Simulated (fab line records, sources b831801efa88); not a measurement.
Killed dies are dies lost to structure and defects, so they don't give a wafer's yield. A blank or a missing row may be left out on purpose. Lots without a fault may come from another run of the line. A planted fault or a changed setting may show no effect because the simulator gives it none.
A struck lot beside a sound one | flow sky130 | 32 steps out of a route of 708
Sound: wafers L851.1, L851.3, L851.4. Struck: wafers L862.4, L862.6. (L862.1 of the same lot was not struck and is left out.) The cause comes at the end.
At each step with rows: each side's tool, then ch and its chambers, then its first start. Under that, the readings that differ: sound wafers | struck wafers | difference of the means | sigmas: that difference in standard deviations of wafers without a fault.
alike: readings whose means differ by less than 2 such deviations, and words and numbers that are the same on both sides. not compared: withheld readings, readings that some wafer has no value for, bounds like >300 that may hide the same value, and numbers for which the record gives no deviation and whose values overlap.
The two part at a step that has a row with sigmas, a row that says differs or no value, or rows on one side only. Numbers that don't overlap but have no deviation are shown without sigmas and don't part them. A reading that every wafer of one side lacks parts them only if that side has two wafers or more.

SKY_CAP2M_THK_MEAS_01:
  sound on film_metro-04, day 42 03:06; struck on film_metro-03, day 45 02:42
  alike: CAP2M_CVD_00_THK
SKY_CAP2M_SPUTTER_02: material TiN, target thk 200 nm, time 166.7 s.
  sound on pvd_sputter-02, day 42 03:10; struck on pvd_sputter-03, day 45 02:46
  alike: throttle_valve_pct
SKY_CAP2M_RS_MEAS_03: measures by four-point-probe.
  sound on film_metro-01, day 42 03:16; struck on film_metro-01, day 45 02:52
  alike: CAP2M_TIN_RS
SKY_CAP2M_THK_MEAS_04: measures by xrf.
  sound on film_metro-01, day 42 03:23; struck on film_metro-01, day 45 02:59
  alike: CAP2M_TIN_THK
then, 7 steps without rows for these wafers: SKY_CAP2M_DEHYDRATE_05 (time 60 s); SKY_CAP2M_HMDS_06 (prime time 60 s); SKY_CAP2M_COAT_07 (resist thk 1140 nm); SKY_CAP2M_SOFTBAKE_08 (time 60 s); SKY_CAP2M_EXPOSE_09 (exposes mask CAP2M, target cd 1000 nm); SKY_CAP2M_PEB_10; SKY_CAP2M_DEVELOP_11 (develop time 60 s).
SKY_CAP2M_OVL_MEAS_12:
  sound on overlay-01, day 43 02:10; struck on overlay-02, day 45 23:28
  alike: CAP2M_OVL
SKY_CAP2M_METAL_ETCH_13: etches TiN in Cl2/BCl3, stops on SiO2, target depth 220 nm, time 62.9 s.
  sound on rie_metal-04 ch 0,1, day 43 02:12; struck on rie_metal-03 ch 1, day 45 23:30
  reading                                    | sound             | struck        | difference | sigmas
  drypump_motor_current_A (A)                | 6.0 6.0 6.0       | 4.7 4.7       | -1.3       | -2
  rf_fwd_power_W (W)                         | 891.5 884.3 889.0 | 1035.5 1040.1 | +149.5     | +50
  model.NOVOLAK_of_CAP2M_COAT_07.thk_nm (nm) | 995.5 995.4 994.8 | 983 979.2     | -14        |
  model.SiO2_of_CAP2M_CVD_00.thk_nm (nm)     | 15.58 15.8 15.84  | 12.84 12.77   | -2.94      |
  alike: oes_product_au, throttle_valve_pct
  not compared: rf_hours_counter_h, model.CAP2M.feature_depth_nm
SKY_CAP2M_STRIP_14: strips in O2/N2.
  sound on plasma_asher-03 ch 0,1, day 43 02:17; struck on plasma_asher-02 ch 0, day 45 23:35
  reading                      | sound             | struck      | difference | sigmas
  strip_time_to_endpoint_s (s) | 12.67 12.68 12.66 | 12.53 12.50 | -0.15      | -2
  alike: drypump_motor_current_A, oes_product_au
  not compared: rf_hours_counter_h
then, 11 steps without rows for these wafers: SKY_CAP2M_STRIP_15 (strips in post etch residue remover, time 1200 s); SKY_CAP2M_CLEAN_16 (cleans in IPA, time 180 s); SKY_CAP2M_CLEAN_17 (cleans in O3/DIW); SKY_METAL4_DEHYDRATE_05 (time 60 s); SKY_METAL4_HMDS_06 (prime time 60 s); SKY_METAL4_COAT_07 (resist thk 60 nm); SKY_METAL4_COAT_08 (resist thk 1140 nm); SKY_METAL4_SOFTBAKE_09 (time 90 s); SKY_METAL4_EXPOSE_10 (exposes mask MM4, target cd 300 nm); SKY_METAL4_PEB_11; SKY_METAL4_DEVELOP_12 (develop time 60 s).
SKY_METAL4_CD_MEAS_13: target cd 300 nm.
  sound on cd_sem-01, day 44 01:02; struck on cd_sem-01, day 46 20:20
  alike: cd_nm
SKY_METAL4_OVL_MEAS_14:
  sound on overlay-02, day 44 01:10; struck on overlay-01, day 46 20:28
  alike: METAL4_OVL
SKY_METAL4_DESCUM_15: chemistry O2, time 8 s.
  sound on rie_metal-02 ch 0,1, day 44 01:12; struck on rie_metal-04 ch 0,1, day 46 20:29
  alike: drypump_motor_current_A, oes_product_au
  not compared: rf_hours_counter_h
SKY_METAL4_ETCH_16: etches BARC in N2/H2, stops on SiO2, time 88.2 s, target depth 60 nm.
  sound on rie_metal-02 ch 0,1, day 44 01:14; struck on rie_metal-04 ch 0,1, day 46 20:32
  alike: drypump_motor_current_A, h2_flow_sccm, oes_product_au, rf_fwd_power_W, throttle_valve_pct
  not compared: rf_hours_counter_h
SKY_METAL4_ETCH_17: etches SiO2 in C4F8/O2/Ar, stops on TiN, time 3.9 s, target depth 15 nm.
  sound on rie_diel-01 ch 0,2,3, day 44 01:20; struck on rie_diel-01 ch 0,1, day 46 20:37
  reading                  | sound             | struck      | difference | sigmas
  oes_product_au (a.u.)    | 0.752 0.757 0.752 | 0.701 0.693 | -0.057     | -8
  model.etch.depth_nm (nm) | 15.58 15.8 15.84  | 12.84 12.77 | -2.94      |
  alike: rf_fwd_power_W
  not compared: rf_hours_counter_h
SKY_METAL4_METAL_ETCH_18: etches the open film in Cl2/BCl3, stops on SiO2, target depth 845 nm, time 183.1 s.
  sound on rie_metal-01 ch 0,1, day 44 01:21; struck on rie_metal-02 ch 1, day 46 20:38
  alike: drypump_motor_current_A, oes_product_au, rf_fwd_power_W, throttle_valve_pct
  not compared: rf_hours_counter_h
-- the record jumps here: 3 days lie between the struck wafers' starts before and after (it left off in module METAL4 and takes up again in module PAD_OPEN, whose first step shown is number 708 of the route) --
SKY_PAD_OPEN_PROBE_99:
  sound on prober-01, day 47 18:09; struck on prober-02, day 50 02:59
  reading                               | sound                | struck        | difference | sigmas
  model.etest.cap_mim2.bv_v (V)         | 14.06 14.38 14.3     | 13.38 13.07   | -1.02      |
  model.etest.cap_mim2.leak_log10_a_cm2 | -9.013 -9.027 -9.304 | -8.759 -8.755 | +0.358     |
  alike: defect_limited_yield, killed_at_M0_to_M3, killed_at_M4_up, killed_at_contacts, killed_at_front_end, killed_at_other, killed_dies, killed_open, killed_short, sort_bin_3_pad_short, sort_bin_5_function, sort_bin_6_memory, sort_n_pass, sort_yield_pct

WHERE THEY PART
First at SKY_CAP2M_METAL_ETCH_13; last, within this record, at SKY_METAL4_ETCH_17. Later steps at which nothing parts them and some readings are alike: SKY_METAL4_METAL_ETCH_18, SKY_PAD_OPEN_PROBE_99.

WHY: what the simulator had put in
Process parameter drift: rie_metal-03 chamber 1, from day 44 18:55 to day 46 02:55, at SKY_CAP2M_METAL_ETCH_13. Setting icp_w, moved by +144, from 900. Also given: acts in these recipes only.
